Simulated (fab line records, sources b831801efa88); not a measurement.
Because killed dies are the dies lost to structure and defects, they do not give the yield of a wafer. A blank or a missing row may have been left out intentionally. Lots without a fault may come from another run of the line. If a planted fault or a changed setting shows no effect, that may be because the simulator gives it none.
2 desks looking at one fault -- flow sky130 -- what lay behind the numbers comes last; until then each desk has only its own

METROLOGY DESK
Means of the sampled wafers that have a number, per lot and without regard to the tool the lot ran on: this is what the gauges read. The brackets show how far a lot's mean lies from the usual mean; more than 4 standard deviations puts the lot out of limits, marked OUT.
Columns: A = PWDE_TW at SKY_PWDE_TW_MEAS_10, usual 376; B = PWDE_RS at SKY_NWELL_RS_MEAS_31, usual 5280 ohm/sq; C = SONOS_ONO_CVD_04_THK at SKY_SONOS_ONO_THK_MEAS_05, usual 5.76 nm; D = LDD_P_OVL at SKY_LDD_P_OVL_MEAS_08, usual -0.1 nm; E = LDD_LDN_OVL at SKY_LDD_LDN_OVL_MEAS_07, usual -1.8 nm
lot,first seen here,A,B,C,D,E
L199,day 3 23:25,372,5289,5.61,-0.7,-1.2
L202,day 4 17:07,373,5280,5.72,-0.2,-0.9
L203,day 4 20:31,377,5294,5.77,0.1,-2.9
L204,day 5 01:04,375,5275,5.63,0.3,-2.2
L207,day 5 15:30,387,4821 (-29) OUT,5.76,0.8,-2.5
L209,day 6 01:47,386,4820 (-29) OUT,5.99,0.2,-1.5
L215,day 7 17:32,375,5281,5.79,1.5,-1.8
L217,day 8 00:59,380,5270,5.56,0.8,-1.1
L218,day 8 10:25,378,5274,5.94,-1.7,-0.7
L219,day 8 15:38,379,5284,5.62,0.4,-1.2
L221,day 8 23:54,380,5298,5.86,-0.7,-0.2
L222,day 9 04:44,380,5247,5.80,-0.9,-2.8
This desk finds L207, L209 out of limits, with the earliest case on L207 at day 7 05:50 (PWDE_RS at SKY_NWELL_RS_MEAS_31). Within limits: L199, L202, L203, L204, L215, L217, L218, L219, L221, L222.

THE TOOL OWNER'S DESK: implanter-02
The tool's own readings at SKY_PWDE_IMPLANT_08, given as means over the sampled wafers that have a number, one for each lot that went through this tool. The brackets show how far a lot's mean lies from the usual mean; more than 4 standard deviations puts the lot out of limits, marked OUT.
Columns: A = doseIonsCm2 at SKY_PWDE_IMPLANT_08, usual 3.601e+12; B = faradayCurrentUA at SKY_PWDE_IMPLANT_08, usual 20.3
lot,first seen here,A,B
L199,day 3 23:11,3.605e+12,19.9
L203,day 4 20:17,3.599e+12,20.3
L204,day 5 00:49,3.607e+12,20.6
L207,day 5 15:15,4.035e+12 (+99) OUT,22.8 (+6.8) OUT
L209,day 6 01:35,4.039e+12 (+99 or more) OUT,22.7 (+6.4) OUT
L218,day 8 10:11,3.604e+12,20.4
L221,day 8 23:39,3.602e+12,20.3
L222,day 9 04:31,3.599e+12,20.3
This desk's verdict: out of limits on L207, L209, starting with L207 at day 5 15:15 (doseIonsCm2 at SKY_PWDE_IMPLANT_08). Within limits: L199, L203, L204, L218, L221, L222.

TAKEN TOGETHER
The tool owner's desk could have raised an alarm at day 5 15:15, on L207, L209.
An alarm was possible from the metrology desk at day 7 05:50, on L207, L209.
Every lot named ran SKY_PWDE_IMPLANT_08 on implanter-02.

WHAT THE SIMULATOR HAD INSERTED
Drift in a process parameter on implanter-02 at SKY_PWDE_IMPLANT_08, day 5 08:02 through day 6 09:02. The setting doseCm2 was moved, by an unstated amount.
Struck lots among those shown: L207, L209.
Fault start to first reading out of limits, in hours, per desk: tool owner, 7; metrology, 46.
